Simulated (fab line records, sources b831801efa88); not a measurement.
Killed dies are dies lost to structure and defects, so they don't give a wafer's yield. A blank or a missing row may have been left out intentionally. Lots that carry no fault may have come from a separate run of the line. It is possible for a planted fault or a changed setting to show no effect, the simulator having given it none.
Comparing a struck lot with a sound one | flow sfqLine | 42 out of 325 route steps
Sound: these wafers, L309.1, L309.2, L309.4. Struck: wafer L321.3. (L321.1, L321.6 of the same lot were not struck and are left out.) The cause comes at the end.
At each step with rows: each side's tool, then ch and its chambers, then its first start. Under that, the readings that differ: sound wafers | struck wafers | difference of the means | sigmas: that difference in standard deviations of wafers without a fault.
alike: readings with means less than 2 such deviations apart, plus words and numbers identical on both sides. not compared: withheld readings, readings lacking a value on some wafer, bounds such as >300 that could conceal the same value, and numbers that have no deviation in the record and whose values overlap.
Wherever a step has rows on one side only, a row that says differs or no value, or a row with sigmas, the two part there. Numbers that have no deviation but don't overlap get no sigmas and don't part them. Lack of a reading on every wafer of one side parts them only where that side has two or more wafers.

first, 6 steps without rows for these wafers: SFQ_TRILAYER_M2_LITHO_COAT_062 (resist thk 62 nm); SFQ_TRILAYER_M2_LITHO_COAT_057 (resist thk 600 nm); SFQ_TRILAYER_M2_LITHO_SOFTBAKE_061; SFQ_TRILAYER_M2_LITHO_EXPOSE_058 (exposes mask M2, target cd 500 nm); SFQ_TRILAYER_M2_LITHO_PEB_060 (peb time 60 s); SFQ_TRILAYER_M2_LITHO_DEVELOP_059 (time 60 s).
SFQ_M2_OVL_MEAS_916:
  sound on overlay-01, day 40 06:47; struck on overlay-01, day 45 12:20
  alike: M2_OVL
then, 2 steps without rows for these wafers: SFQ_TRILAYER_M2_BARC_OPEN_METAL_ETCH_077 (etches BARC in O2, target depth 125 nm, time 41.7 s); SFQ_TRILAYER_M2_ETCH_METAL_ETCH_060 (etches Nb in Cl2/Ar, stops on SiO2, target depth 240 nm, time 120 s).
SFQ_TRILAYER_M2_STRIP_STRIP_061: strips in O2.
  sound on rieMetal-03 ch 0,1, day 40 07:01; struck on rieMetal-04 ch 0, day 45 12:33
  alike: drypumpMotorCurrentA, oesProductAu
  not compared: rfHoursCounterH
then, 1 step without rows for these wafers: SFQ_TRILAYER_M2_STRIP_SOLV_CLEAN_062 (cleans in NMP, time 600 s).
SFQ_TRILAYER_I2_DEP_PECVD_063: deposits SiO2 from SiH4/N2O, time 111.11 s, target thk 500 nm.
  sound on pecvd-04 ch 1,2, day 40 07:47; struck on pecvd-03 ch 0, day 45 13:19
reading          | sound     | struck | difference | sigmas
heaterPowerW (W) | 92 100 97 | 57     | -39        | -3
  alike: rfFwdPowerW, throttleValvePct
SFQ_TRILAYER_I2_CMP_CMP_064: polishes SiO2.
  sound on cmp-02 ch 1,2,3, day 40 08:29; struck on cmp-02 ch 0, day 45 14:24
reading                                            | sound             | struck | difference | sigmas
timeToEndpointS (s)                                | 220 214 225       | 274    | +54        | +7
model.SiO2_of_TRILAYER_I2_DEP_PECVD_063.thkNm (nm) | 202.7 201.9 202.6 | 302.6  | +100.2     | 
  alike: headPressurePsi, motorCurrentA, platenRpm
SFQ_I2_BOW_MEAS_917:
  sound on filmMetro-01, day 40 11:29; struck on filmMetro-01, day 45 17:43
  not compared: I2_BOW
SFQ_TRILAYER_I2_METRO_MEASURE_065:
  sound on filmMetro-01, day 40 11:36; struck on filmMetro-01, day 45 22:11
reading    | sound             | struck | difference | sigmas
thkNm (nm) | 202.8 201.9 202.6 | 302.8  | +100.4     | +99 or more
then, 6 steps without rows for these wafers: SFQ_TRILAYER_I2_VIA_LITHO_COAT_072 (resist thk 62 nm); SFQ_TRILAYER_I2_VIA_LITHO_COAT_067 (resist thk 650 nm); SFQ_TRILAYER_I2_VIA_LITHO_SOFTBAKE_071; SFQ_TRILAYER_I2_VIA_LITHO_EXPOSE_068 (exposes mask I2, target cd 500 nm); SFQ_TRILAYER_I2_VIA_LITHO_PEB_070 (peb time 60 s); SFQ_TRILAYER_I2_VIA_LITHO_DEVELOP_069 (time 60 s).
SFQ_I2_OVL_MEAS_918:
  sound on overlay-01, day 40 15:07; struck on overlay-01, day 46 08:44
  alike: I2_OVL
SFQ_TRILAYER_I2_VIA_BARC_OPEN_VIA_ETCH_096: etches BARC in O2, target depth 125 nm, time 41.7 s.
  sound on rieDiel-01 ch 0,1,2, day 40 15:08; struck on rieDiel-01 ch 2, day 46 08:46
reading             | sound  | struck | difference | sigmas
rfHoursCounterH (h) | 11 5 8 | 14     | +6         | 
  alike: drypumpMotorCurrentA, oesProductAu, rfFwdPowerW
SFQ_TRILAYER_I2_VIA_ETCH_VIA_ETCH_070: etches SiO2 in CHF3, stops on Nb, target depth 260 nm.
  sound on rieDiel-01 ch 0,1,2, day 40 15:11; struck on rieDiel-01 ch 2, day 46 08:49
reading                      | sound             | struck | difference | sigmas
oesProductAu (a.u.)          | 0.863 0.859 0.859 | 1.013  | +0.153     | +32
model.etch.depthNm (nm)      | 202.7 201.9 202.6 | 265.3  | +62.9      | 
model.I2.featureDepthNm (nm) | 202.7 201.9 202.6 | 265.3  | +62.9      | 
  alike: drypumpMotorCurrentA, rfFwdPowerW
then, 2 steps without rows for these wafers: SFQ_TRILAYER_I2_VIA_STRIP_STRIP_071 (strips in O2); SFQ_TRILAYER_I2_VIA_STRIP_SOLV_CLEAN_072 (cleans in NMP, time 600 s).
SFQ_TRILAYER_M3_DEP_PRE_CLEAN_074: time 22.5 s.
  sound on pvdSputter-04, day 40 16:04; struck on pvdSputter-04, day 46 09:41
reading                                            | sound             | struck | difference | sigmas
model.SiO2_of_TRILAYER_I2_DEP_PECVD_063.thkNm (nm) | 195.2 194.4 195.1 | 295.1  | +100.2     | 
  alike: biasV
SFQ_TRILAYER_M3_DEP_SPUTTER_073: material Nb, target thk 200 nm, time 133.3 s.
  sound on pvdSputter-04, day 40 16:06; struck on pvdSputter-04, day 46 09:43
  alike: basePressurePa, chamberPressurePa, throttleValvePct
SFQ_M3_RS_MEAS_919: measures by four-point-probe.
  sound on filmMetro-01, day 40 16:11; struck on filmMetro-01, day 46 09:49
  alike: M3_NB_RS
then, 6 steps without rows for these wafers: SFQ_TRILAYER_M3_LITHO_COAT_080 (resist thk 62 nm); SFQ_TRILAYER_M3_LITHO_COAT_075 (resist thk 600 nm); SFQ_TRILAYER_M3_LITHO_SOFTBAKE_079; SFQ_TRILAYER_M3_LITHO_EXPOSE_076 (exposes mask M3, target cd 500 nm); SFQ_TRILAYER_M3_LITHO_PEB_078 (peb time 60 s); SFQ_TRILAYER_M3_LITHO_DEVELOP_077 (time 60 s).
-- the record jumps here: 5 days lie between the struck wafers' starts before and after --
SFQ_M3_OVL_MEAS_921:
  sound on overlay-02, day 46 14:06; struck on overlay-02, day 50 23:16
  alike: M3_OVL
then, 2 steps without rows for these wafers: SFQ_TRILAYER_M3_BARC_OPEN_METAL_ETCH_100 (etches BARC in O2, target depth 125 nm, time 41.7 s); SFQ_TRILAYER_M3_ETCH_METAL_ETCH_078 (etches Nb in Cl2/Ar, stops on SiO2, target depth 240 nm, time 120 s).
SFQ_TRILAYER_M3_STRIP_STRIP_079: strips in O2.
  sound on rieMetal-04 ch 0,1, day 46 14:19; struck on rieMetal-01 ch 1, day 50 23:29
  alike: drypumpMotorCurrentA, oesProductAu
  not compared: rfHoursCounterH
then, 2 steps without rows for these wafers: SFQ_TRILAYER_M3_STRIP_SOLV_CLEAN_080 (cleans in NMP, time 600 s); SFQ_TRILAYER_I3_DEP_PECVD_081 (deposits SiO2 from SiH4/N2O, time 111.11 s, target thk 500 nm).
-- the record jumps here: 39 days lie between the struck wafers' starts before and after --
SFQ_M8_BOW_MEAS_951:
  sound on filmMetro-03, day 85 01:24; struck on filmMetro-04, day 90 04:41
reading                | sound             | struck | difference | sigmas
model.etest.i2.linkOhm | 1.984 1.972 1.968 | 1e+06  | +1e+06     | 
  alike: M8_BOW

== WHERE THEY PART ==
Earliest at SFQ_TRILAYER_I2_DEP_PECVD_063; latest, in this record, at SFQ_TRILAYER_I2_VIA_ETCH_VIA_ETCH_070. Later steps at which nothing parts them and some readings are alike: SFQ_TRILAYER_M3_DEP_PRE_CLEAN_074, SFQ_TRILAYER_M3_DEP_SPUTTER_073, SFQ_M3_RS_MEAS_919, SFQ_M3_OVL_MEAS_921, SFQ_TRILAYER_M3_STRIP_STRIP_079, SFQ_M8_BOW_MEAS_951.

WHY: what had been put in by the simulator
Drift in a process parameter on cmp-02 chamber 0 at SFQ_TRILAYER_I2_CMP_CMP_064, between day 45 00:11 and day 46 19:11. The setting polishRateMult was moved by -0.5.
